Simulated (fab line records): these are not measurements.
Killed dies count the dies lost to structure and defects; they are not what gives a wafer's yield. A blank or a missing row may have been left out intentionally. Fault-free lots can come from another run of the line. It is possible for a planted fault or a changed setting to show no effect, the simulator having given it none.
Which tool was responsible?    flow gf180mcu    12 lots, 36 wafers sampled, at 4 steps of a route of 602

## WHAT THE GAUGES READ, wafer by wafer
GF_V4_THK_MEAS_03.
lot   measured      on             V4_CVD_02_THK (nm)
L401  day 23 21:14  film-metro-02  864 844 853
L402  day 24 03:14  film-metro-02  855 837 866
L403  day 24 10:49  film-metro-02  867 866 856
L405  day 25 04:41  film-metro-03  854 854 839
L406  day 25 10:35  film-metro-03  841 861 847
L410  day 27 04:24  film-metro-03  852 843 867
L411  day 27 09:17  film-metro-04  837 864 857
L413  day 27 22:30  film-metro-03  850 836 849
L419  day 29 12:10  film-metro-04  831 844 839
L420  day 30 00:46  film-metro-04  838 844 859
L422  day 30 16:13  film-metro-03  860 860 863
L423  day 30 22:50  film-metro-03  827 838 857

GF_V4_RS_MEAS_24: uses a four-point probe to measure.
lot   measured      on             V4_W_RS (ohm/sq)
L401  day 24 21:45  film-metro-02  0.329 0.329 0.330
L402  day 25 02:47  film-metro-03  0.327 0.326 0.326
L403  day 25 09:47  film-metro-04  0.331 0.333 0.329
L405  day 26 04:01  film-metro-02  0.327 0.332 0.324
L406  day 26 09:35  film-metro-03  0.328 0.328 0.326
L410  day 28 01:50  film-metro-03  0.330 0.331 0.322
L411  day 28 06:38  film-metro-02  0.331 0.333 0.326
L413  day 28 19:29  film-metro-02  0.322 0.322 0.329
L419  day 30 08:26  film-metro-03  0.311 0.311 0.310
L420  day 30 20:42  film-metro-04  0.311 0.306 0.312
L422  day 31 11:16  film-metro-04  0.330 0.329 0.335
L423  day 31 17:49  film-metro-03  0.330 0.325 0.327

GF_V4_THK_MEAS_25: measures by xrf.
lot   measured      on             V4_W_THK (nm)
L401  day 24 21:52  film-metro-02  337 337 334
L402  day 25 02:54  film-metro-03  344 346 347
L403  day 25 09:53  film-metro-04  341 340 344
L405  day 26 04:08  film-metro-02  336 330 340
L406  day 26 09:41  film-metro-03  344 344 345
L410  day 28 01:56  film-metro-03  340 337 349
L411  day 28 06:45  film-metro-02  344 339 348
L413  day 28 19:36  film-metro-02  351 352 346
L419  day 30 08:33  film-metro-03  362 360 361
L420  day 30 20:49  film-metro-04  363 370 364
L422  day 31 11:23  film-metro-04  336 338 336
L423  day 31 17:56  film-metro-03  337 343 343

## WHICH TOOL RAN EACH LOT (tool, then ch and the chambers of the sampled wafers, then the start)
lot   GF_V4_CVD_23
L401  cvd-w-02 ch 0, day 24 21:31
L402  cvd-w-01 ch 0, day 25 02:35
L403  cvd-w-02 ch 0,1, day 25 09:40
L405  cvd-w-01 ch 0,1, day 26 03:53
L406  cvd-w-02 ch 0, day 26 09:27
L410  cvd-w-01 ch 0,1, day 28 01:42
L411  cvd-w-02 ch 0,1, day 28 06:31
L413  cvd-w-01 ch 0,1, day 28 19:22
L419  cvd-w-02 ch 1, day 30 08:19
L420  cvd-w-02 ch 0,1, day 30 20:35
L422  cvd-w-01 ch 0,1, day 31 11:08
L423  cvd-w-01 ch 0,1, day 31 17:42
- GF_V4_CVD_23: deposits W, target thk 350 nm, time 104.9 s.

## AS READ BY THE TOOLS THEMSELVES (means over the sampled wafers that have a number; for cases with no such wafer, the mark the record gives instead)
GF_V4_CVD_23.
lot   tool      chamber-pressure-Torr (Torr)  heater-power-w (W)
L401  cvd-w-02  39.95                         785
L402  cvd-w-01  39.98                         1017
L403  cvd-w-02  39.97                         837
L405  cvd-w-01  39.89                         892
L406  cvd-w-02  39.98                         780
L410  cvd-w-01  39.95                         968
L411  cvd-w-02  40.05                         848
L413  cvd-w-01  40.06                         894
L419  cvd-w-02  46.13                         946
L420  cvd-w-02  46.11                         894
L422  cvd-w-01  40.00                         899
L423  cvd-w-01  40.01                         967

## THE ANSWER, worked out from the rows above alone
Rule: usual is defined by the lots themselves. Put in order of their means at a reading, lots are off if they are a third of the lots or fewer, leave a main group of 4 or more, and stand apart from it by a gap of 3 or more times the standard deviation of the main group's means; of several such gaps the widest counts. A main group is skipped when, at the precision printed for the reading in the tables above, its means are all equal. Also off: a lot with no number at a reading for which 4 or more lots have one. All remaining lots with rows at the step are treated as sound. After the gauges, taken in route order, come the tools' own readings; for these a lot's mean is taken, as printed above. The first step at which some lot is off is used, and at that step the reading that is off furthest; a lot without a number counts as furthest.
Off: L419, L420, seen at GF_V4_RS_MEAS_24 (V4_W_RS). The main group: mean 0.328 ohm/sq, standard deviation 0.0021.
If a tool, at a process step before that reading, ran all the lots that are off and no sound lot after the first of them, it fits. Not tried: the gauges at GF_V4_RS_MEAS_24; whatever is off there is also off at GF_V4_CVD_23, on other tools, and gauge error can't account for it. One fits: GF_V4_CVD_23 on cvd-w-02. A fault onset in the window from L411 (day 28 06:31, its last sound lot) to L419 (day 30 08:19, its first lot off) fits.
The tool's own readings at GF_V4_CVD_23 bear it out: on the lots that are off they differ by more than 5 times the standard deviation of the sound lots' means. chamber-pressure-Torr reads 46.12 Torr there against 39.98 Torr on the sound lots.

## WHAT THE SIMULATOR HAD INSERTED
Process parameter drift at GF_V4_CVD_23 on cvd-w-02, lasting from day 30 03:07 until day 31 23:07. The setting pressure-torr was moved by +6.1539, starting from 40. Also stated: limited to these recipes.
Struck lots among those shown: L419, L420. The rule above found the same.
